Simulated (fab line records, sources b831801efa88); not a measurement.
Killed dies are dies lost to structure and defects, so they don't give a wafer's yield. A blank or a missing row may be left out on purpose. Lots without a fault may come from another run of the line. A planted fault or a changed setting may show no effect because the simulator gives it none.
fab line records | flow sky130 | part 2 of 2: steps 26 to 35 of 35
record lots=5 wafers=15 last_day=49
route steps=708 shown SONOS_TUNNEL@166 SONOS_ONO@168 GATE_OXIDE@187
lots that met no fault: from a run of the same line without faults
start_h: hours from the record's first day to the start of the lot's first wafer shown | wait_h: hours since the lot's step before | " the same as in the row above | L1.1+2: a row that stands for several wafers | - no value, or no start given | * or withheld: withheld | < > ~ a bound
route shown NAME@n: a module of which the file shows steps, and the number in the route of the first | usual: mean/standard deviation of fault-free wafers | same: alike in all rows | chamber/n: place in a boat | sites: the reading at each site | _std_site: their standard deviation | _edge_site: outer sites' mean less inner sites' | radius_mm: how far each site lies from the wafer's centre | mask NAME#n: copy n | behind: the tool/chamber that last shaped the wafer | hold: why the lot was held/for how many hours/how that ended | device: the transistor (n, p or np) that didn't switch | end of line: the same wafers' tests at the end of the route | a step without rows: its recipe alone | killed: dies lost to structure and defects at the first sort, not the wafer's yield | map: a wafer's dies, x killed, . not, _ none there
set.NAME: the setting as run; set.NAME@STEP: as run at that earlier step | model.NAME: the simulator's own value behind a step, which no gauge read
lots at some steps of the route; a table a step, a row a wafer
services: from which hour (start_h, from the record's first day; less than 0 if before it) a tool's chamber was out of use, for how many hours, and why
## steps
# step SKY_GATE_OXIDE_HMDS_04
# recipe prime_time_s=60 prime_temp_c=120
# usual resist_line_temp_C=23.00/0.088
# columns lot.wafer tool chamber start_h wait_h resist_line_temp_C
L076.1 litho_track-04 0 312.65 0.1 23.03
L076.2 " 0 " " 23.10
L076.3 " 0 " " 22.97
L079.2 litho_track-04 0 339.12 0.1 23.10
L079.5 " 0 " " 22.95
L079.6 " 0 " " 23.12
L084.1 litho_track-03 0 385.06 0.1 22.93
L084.5 " 0 " " 22.88
L084.6 " 0 " " 22.83
L089.1 litho_track-01 0 424.05 0.1 22.94
L089.2 " 0 " " 22.86
L089.3 " 0 " " 22.85
L093.1 litho_track-03 0 458.01 0.1 22.96
L093.2 " 0 " " 23.08
L093.6 " 0 " " 23.04
# step SKY_GATE_OXIDE_COAT_05
# recipe resist=NOVOLAK spin_rpm=3000 resist_thk_nm=1140
# usual resist_line_temp_C=22.98/0.099
# columns lot.wafer tool chamber start_h wait_h resist_line_temp_C
L076.1 litho_track-04 0 312.80 0.1 23.01
L076.2 " 0 " " 22.94
L076.3 " 0 " " 23.06
L079.2 litho_track-04 0 339.27 0.1 23.11
L079.5 " 0 " " 23.10
L079.6 " 0 " " 23.03
L084.1 litho_track-03 0 385.21 0.1 22.99
L084.5 " 0 " " 22.91
L084.6 " 0 " " 23.03
L089.1 litho_track-01 0 424.20 0.1 22.99
L089.2 " 0 " " 23.05
L089.3 " 0 " " 22.96
L093.1 litho_track-03 0 458.16 0.1 22.89
L093.2 " 0 " " 22.99
L093.6 " 0 " " 22.93
# step SKY_GATE_OXIDE_SOFTBAKE_06
# recipe temp_c=90 time_s=60 resist=NOVOLAK
# usual resist_line_temp_C=23.02/0.12
# columns lot.wafer tool chamber start_h wait_h resist_line_temp_C
L076.1 litho_track-04 0 312.95 0.1 22.85
L076.2 " 0 " " 23.01
L076.3 " 0 " " 23.00
L079.2 litho_track-04 0 339.42 0.1 22.92
L079.5 " 0 " " 23.09
L079.6 " 0 " " 22.93
L084.1 litho_track-03 0 385.36 0.1 22.98
L084.5 " 0 " " 23.22
L084.6 " 0 " " 23.02
L089.1 litho_track-01 0 424.35 0.1 23.10
L089.2 " 0 " " 23.08
L089.3 " 0 " " 23.08
L093.1 litho_track-03 0 458.31 0.1 22.83
L093.2 " 0 " " 23.10
L093.6 " 0 " " 23.07
# step SKY_GATE_OXIDE_EXPOSE_07
# recipe mask_id=LVOM na=0.6 source_shape=conventional sigma_outer=0.6 polarization=unpolarized target_cd_nm=600 dose_mj=170
# usual exposure_dose_mJ_cm2=169.99/0.17
# columns lot.wafer tool chamber start_h wait_h mask exposure_dose_mJ_cm2
L076.1 iline_stepper-02 0 - - LVOM#0 170.05
L076.2 " 0 " " LVOM#0 170.11
L076.3 " 0 " " LVOM#0 170.05
L079.2 iline_stepper-01 0 - - LVOM#0 169.80
L079.5 " 0 " " LVOM#0 169.92
L079.6 " 0 " " LVOM#0 169.74
L084.1 iline_stepper-01 0 - - LVOM#0 169.66
L084.5 " 0 " " LVOM#0 169.69
L084.6 " 0 " " LVOM#0 169.67
L089.1 iline_stepper-02 0 - - LVOM#0 170.08
L089.2 " 0 " " LVOM#0 170.25
L089.3 " 0 " " LVOM#0 169.85
L093.1 iline_stepper-02 0 - - LVOM#0 170.15
L093.2 " 0 " " LVOM#0 169.87
L093.6 " 0 " " LVOM#0 169.97
# step SKY_GATE_OXIDE_PEB_08
# recipe temp_c=withheld time_s=* resist=NOVOLAK
# usual resist_line_temp_C=*
# columns lot.wafer tool chamber start_h wait_h resist_line_temp_C
L076.1 litho_track-03 0 - - *
L076.2 " 0 " " *
L076.3 " 0 " " *
L079.2 litho_track-03 0 - - *
L079.5 " 0 " " *
L079.6 " 0 " " *
L084.1 litho_track-01 0 - - *
L084.5 " 0 " " *
L084.6 " 0 " " *
L089.1 litho_track-01 0 - - *
L089.2 " 0 " " *
L089.3 " 0 " " *
L093.1 litho_track-01 0 - - *
L093.2 " 0 " " *
L093.6 " 0 " " *
# step SKY_GATE_OXIDE_DEVELOP_09
# recipe resist=NOVOLAK developer=TMAH develop_time_s=60 dev_temp_c=23
# usual resist_line_temp_C=22.98/0.1
# columns lot.wafer tool chamber start_h wait_h resist_line_temp_C
L076.1 litho_track-03 0 325.31 0.1 22.88
L076.2 " 0 " " 22.94
L076.3 " 0 " " 22.86
L079.2 litho_track-03 0 352.23 0.1 22.96
L079.5 " 0 " " 22.93
L079.6 " 0 " " 22.81
L084.1 litho_track-01 0 399.35 0.1 23.05
L084.5 " 0 " " 23.04
L084.6 " 0 " " 23.19
L089.1 litho_track-01 0 439.65 0.1 23.06
L089.2 " 0 " " 23.08
L089.3 " 0 " " 23.08
L093.1 litho_track-01 0 473.30 0.1 22.82
L093.2 " 0 " " 22.95
L093.6 " 0 " " 22.97
# step SKY_GATE_OXIDE_OVL_MEAS_10
# usual GATE_OXIDE_OVL=0.1/1.3
# columns lot.wafer tool chamber start_h wait_h GATE_OXIDE_OVL[nm]
L076.1 overlay-01 - 325.46 0.1 0.4
L076.2 " - " " 1.1
L076.3 " - " " -0.5
L079.2 overlay-01 - 352.36 0.1 0.6
L079.5 " - " " -0.2
L079.6 " - " " 0.6
L084.1 overlay-01 - 399.50 0.1 0.3
L084.5 " - " " -1.2
L084.6 " - " " -0.6
L089.1 overlay-02 - 439.80 0.1 -1.3
L089.2 " - " " 0.6
L089.3 " - " " -2.1
L093.1 overlay-02 - 473.45 0.1 -0.3
L093.2 " - " " 3.2
L093.6 " - " " 0.4
# step SKY_GATE_OXIDE_IMPLANT_11
# recipe species=B energy_kev=10 dose_cm2=2.6e+12 tilt_deg=withheld
# columns lot.wafer tool chamber start_h wait_h
L076.1+2+3 implanter-02 0 325.49 0.0
L079.2+5+6 implanter-03 0 352.42 0.0
L084.1+5+6 implanter-03 0 399.54 0.0
L089.1+2+3 implanter-01 0 439.83 0.0
L093.1+2+6 implanter-03 0 473.48 0.0
# step SKY_GATE_OXIDE_WET_ETCH_12
# recipe chemistry=dHF target_depth_nm=16.8 dry=n2_spin target=SiO2 dilution=100:1 temp_c=25 time_s=336
# columns lot.wafer tool chamber start_h wait_h
L076.1+2+3 wet_bench-02 1 325.64 0.1
L079.2+5+6 wet_bench-02 0 352.58 0.1
L084.1+5+6 wet_bench-02 1 399.69 0.1
L089.1+2+3 wet_bench-02 1 439.98 0.1
L093.1+2+6 wet_bench-02 2 473.63 0.1
# step SKY_GATE_OXIDE_STRIP_13
# recipe chemistry=O2/N2 power_w=1400 pressure_mtorr=1500 platen_temp_c=withheld o2_flow_sccm=3000 n2_flow_sccm=300 overash_fraction=0.5
# usual drypump_motor_current_A=5.7/0.34 o2_flow_sccm=3001/8.8 oes_product_au=0.715/0.0044 strip_time_to_endpoint_s=14.18/0.038
# columns lot.wafer tool chamber start_h wait_h drypump_motor_current_A o2_flow_sccm oes_product_au rf_hours_counter_h strip_time_to_endpoint_s
L076.1 plasma_asher-02 0 325.75 0.0 6.1 2994 0.709 47 14.24
L076.2 " 1 " " 5.7 3000 0.722 47 14.24
L076.3 " 0 " " 6.0 2999 0.711 - 14.18
L079.2 plasma_asher-03 0 352.68 0.0 6.0 2999 0.717 67 14.22
L079.5 " 1 " " 5.9 3009 0.722 - 14.22
L079.6 " 0 " " 6.0 2994 0.716 - 14.21
L084.1 plasma_asher-04 1 399.79 0.0 5.0 3000 0.716 72 14.22
L084.5 " 0 " " 5.7 3008 0.718 - 14.21
L084.6 " 1 " " 5.0 2999 0.718 - 14.18
L089.1 plasma_asher-03 1 440.10 0.0 5.9 3005 0.715 76 14.18
L089.2 " 0 " " 6.0 2987 0.713 76 14.18
L089.3 " 1 " " 5.9 3009 0.713 - 14.19
L093.1 plasma_asher-02 0 473.74 0.0 6.1 3004 0.712 60 14.14
L093.2 " 1 " " 5.7 2995 0.719 60 14.16
L093.6 " 0 " " 6.1 3001 0.706 - 14.15
## services
# columns tool chamber start_h hours kind
furnace-02 - 245.03 3.3 pm
wet_bench-02 - 272.64 1.9 pm
implanter-03 - 273.62 3.8 repair
iline_stepper-01 - 278.40 5.3 repair
plasma_asher-03 - 295.31 8.8 repair
iline_stepper-02 - 318.45 2.1 pm
furnace-01 - 329.06 11.4 pm
rie_diel-03 - 332.83 0.4 repair
iline_stepper-02 - 340.53 4.4 pm
lpcvd-03 - 345.95 1.4 repair
lpcvd-02 - 347.51 0.9 repair
wet_bench-01 - 351.86 3.1 repair
iline_stepper-01 - 374.80 1.7 pm
plasma_asher-04 - 376.93 2.8 pm
furnace-02 - 400.63 3.4 pm
rie_diel-03 3 408.17 4.6 repair
furnace-01 - 415.41 2.9 pm
wet_bench-03 - 415.58 67.6 pm
plasma_asher-04 - 421.25 9.0 pm
lpcvd-02 - 424.20 6.0 pm
iline_stepper-02 - 437.37 7.9 repair
iline_stepper-01 - 442.92 10.1 repair
iline_stepper-02 - 453.02 1.7 pm
rie_diel-03 0 454.84 7.0 repair
